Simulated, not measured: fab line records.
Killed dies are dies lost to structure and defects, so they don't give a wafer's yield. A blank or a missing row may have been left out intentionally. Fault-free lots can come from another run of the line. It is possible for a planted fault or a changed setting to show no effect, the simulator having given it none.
What tool caused it?    flow gf180mcu    Sampling: 14 lots, 42 wafers, 3 of 602 route steps

## WHAT EACH GAUGE READ, for each wafer
GF_CONTACT_THK_MEAS_01.
lot   measured      on            CONTACT_CVD_00_THK (nm)
L411  day 15 05:07  filmMetro-03  302 302 303
L412  day 15 11:17  filmMetro-01  300 303 304
L413  day 15 23:02  filmMetro-02  302 301 310
L415  day 16 15:46  filmMetro-03  295 297 299
L417  day 17 09:47  filmMetro-02  304 304 304
L418  day 18 02:35  filmMetro-03  299 295 298
L419  day 18 07:25  filmMetro-03  298 301 299
L420  day 18 13:32  filmMetro-03  297 294 300
L429  day 21 16:31  filmMetro-02  303 301 301
L430  day 21 21:55  filmMetro-02  297 300 297
L431  day 22 09:27  filmMetro-02  297 299 296
L432  day 22 16:05  filmMetro-02  304 304 300
L433  day 23 01:35  filmMetro-02  303 303 303
L434  day 23 07:28  filmMetro-02  300 302 303

## EACH LOT AND THE TOOL THAT RAN IT (in order: tool; ch and the chambers of the sampled wafers; start)
lot   GF_DUAL_GATE_STRIP_13                GF_SALICIDE_WET_ETCH_01
L411  plasmaAsher-01 ch 0,1, day 8 07:45   wetBench-03 ch 3, day 15 04:22
L412  plasmaAsher-01 ch 0,1, day 8 12:43   wetBench-02 ch 2, day 15 10:40
L413  plasmaAsher-03 ch 1, day 9 01:41     wetBench-02 ch 3, day 15 22:25
L415  plasmaAsher-04 ch 0,1, day 9 11:50   wetBench-04 ch 1, day 16 15:08
L417  plasmaAsher-03 ch 0,1, day 10 03:52  wetBench-02 ch 3, day 17 09:10
L418  plasmaAsher-01 ch 0,1, day 10 09:14  wetBench-02 ch 3, day 18 01:42
L419  plasmaAsher-04 ch 0,1, day 10 15:55  wetBench-02 ch 1, day 18 06:46
L420  plasmaAsher-04 ch 0,1, day 10 21:04  wetBench-02 ch 3, day 18 12:54
L429  plasmaAsher-04 ch 1, day 13 12:41    wetBench-03 ch 2, day 21 15:47
L430  plasmaAsher-04 ch 0,1, day 13 19:51  wetBench-04 ch 0, day 21 21:17
L431  plasmaAsher-03 ch 0,1, day 14 05:02  wetBench-04 ch 0, day 22 08:50
L432  plasmaAsher-03 ch 1, day 14 10:49    wetBench-03 ch 1, day 22 15:28
L433  plasmaAsher-03 ch 1, day 14 21:19    wetBench-02 ch 3, day 23 00:58
L434  plasmaAsher-04 ch 0,1, day 14 22:55  wetBench-03 ch 3, day 23 06:51
- GF_DUAL_GATE_STRIP_13: strips in O2/N2.
- GF_SALICIDE_WET_ETCH_01: etches SiO2 in dHF, target depth 5 nm, time 100 s.

## AS READ BY THE TOOLS THEMSELVES (means over the sampled wafers that have a number; for cases with no such wafer, the mark the record gives instead)
GF_DUAL_GATE_STRIP_13.
lot   tool            drypumpMotorCurrentA (A)  heaterPowerW (W)  n2FlowSccm (sccm)  oesProductAu (a.u.)  stripTimeToEndpointS (s)
L411  plasmaAsher-01  5.69                      301               300.4              0.711                12.671
L412  plasmaAsher-01  5.72                      301               300.4              0.715                12.619
L413  plasmaAsher-03  5.34                      321               300.2              0.714                12.598
L415  plasmaAsher-04  5.39                      352               300.7              0.714                12.643
L417  plasmaAsher-03  5.64                      324               300.3              0.715                12.615
L418  plasmaAsher-01  5.81                      315               300.2              0.718                12.636
L419  plasmaAsher-04  5.47                      333               300.4              0.717                12.642
L420  plasmaAsher-04  5.49                      326               301.0              0.714                12.681
L429  plasmaAsher-04  5.27                      369               301.2              0.717                12.624
L430  plasmaAsher-04  5.46                      332               300.7              0.715                12.631
L431  plasmaAsher-03  5.47                      323               299.5              0.713                12.658
L432  plasmaAsher-03  5.32                      316               300.2              0.715                12.650
L433  plasmaAsher-03  5.32                      314               298.9              0.718                12.650
L434  plasmaAsher-04  5.48                      330               300.7              0.711                12.633

GF_SALICIDE_WET_ETCH_01.
lot   tool         tempC (C)
L411  wetBench-03  25.05
L412  wetBench-02  25.13
L413  wetBench-02  25.03
L415  wetBench-04  25.11
L417  wetBench-02  25.07
L418  wetBench-02  24.99
L419  wetBench-02  25.78
L420  wetBench-02  25.93
L429  wetBench-03  24.93
L430  wetBench-04  25.02
L431  wetBench-04  25.14
L432  wetBench-03  24.85
L433  wetBench-02  25.04
L434  wetBench-03  25.05

## THE ANSWER, worked out from the rows above alone
Rule: the lots themselves supply what counts as usual. Put in order of their means at a reading, lots are off if they are a third of the lots or fewer, leave a main group of 4 or more, and stand apart from it by a gap of 3 or more times the standard deviation of the main group's means; of several such gaps the widest counts. If all means in a main group match to the digits the tables above print for the reading, that group is not used. A lot without any number at a reading at which 4 lots or more have one is off too. The other lots that the step has rows for count as sound. Order of review: gauges by route order, followed by the tools' own readings, for which a lot's mean as printed above is used. The first step at which some lot is off is used, and at that step the reading that is off furthest; a lot without a number counts as furthest.
Off: L419, L420, at GF_SALICIDE_WET_ETCH_01 (tempC). The main group has a mean of 25.03 C with a standard deviation of 0.079.
A tool fits if, at that step or a process step before it, it ran every lot that is off, and no sound lot after the first of them. Not one of the candidates tried fits.

## WHAT WAS PUT IN BY THE SIMULATOR
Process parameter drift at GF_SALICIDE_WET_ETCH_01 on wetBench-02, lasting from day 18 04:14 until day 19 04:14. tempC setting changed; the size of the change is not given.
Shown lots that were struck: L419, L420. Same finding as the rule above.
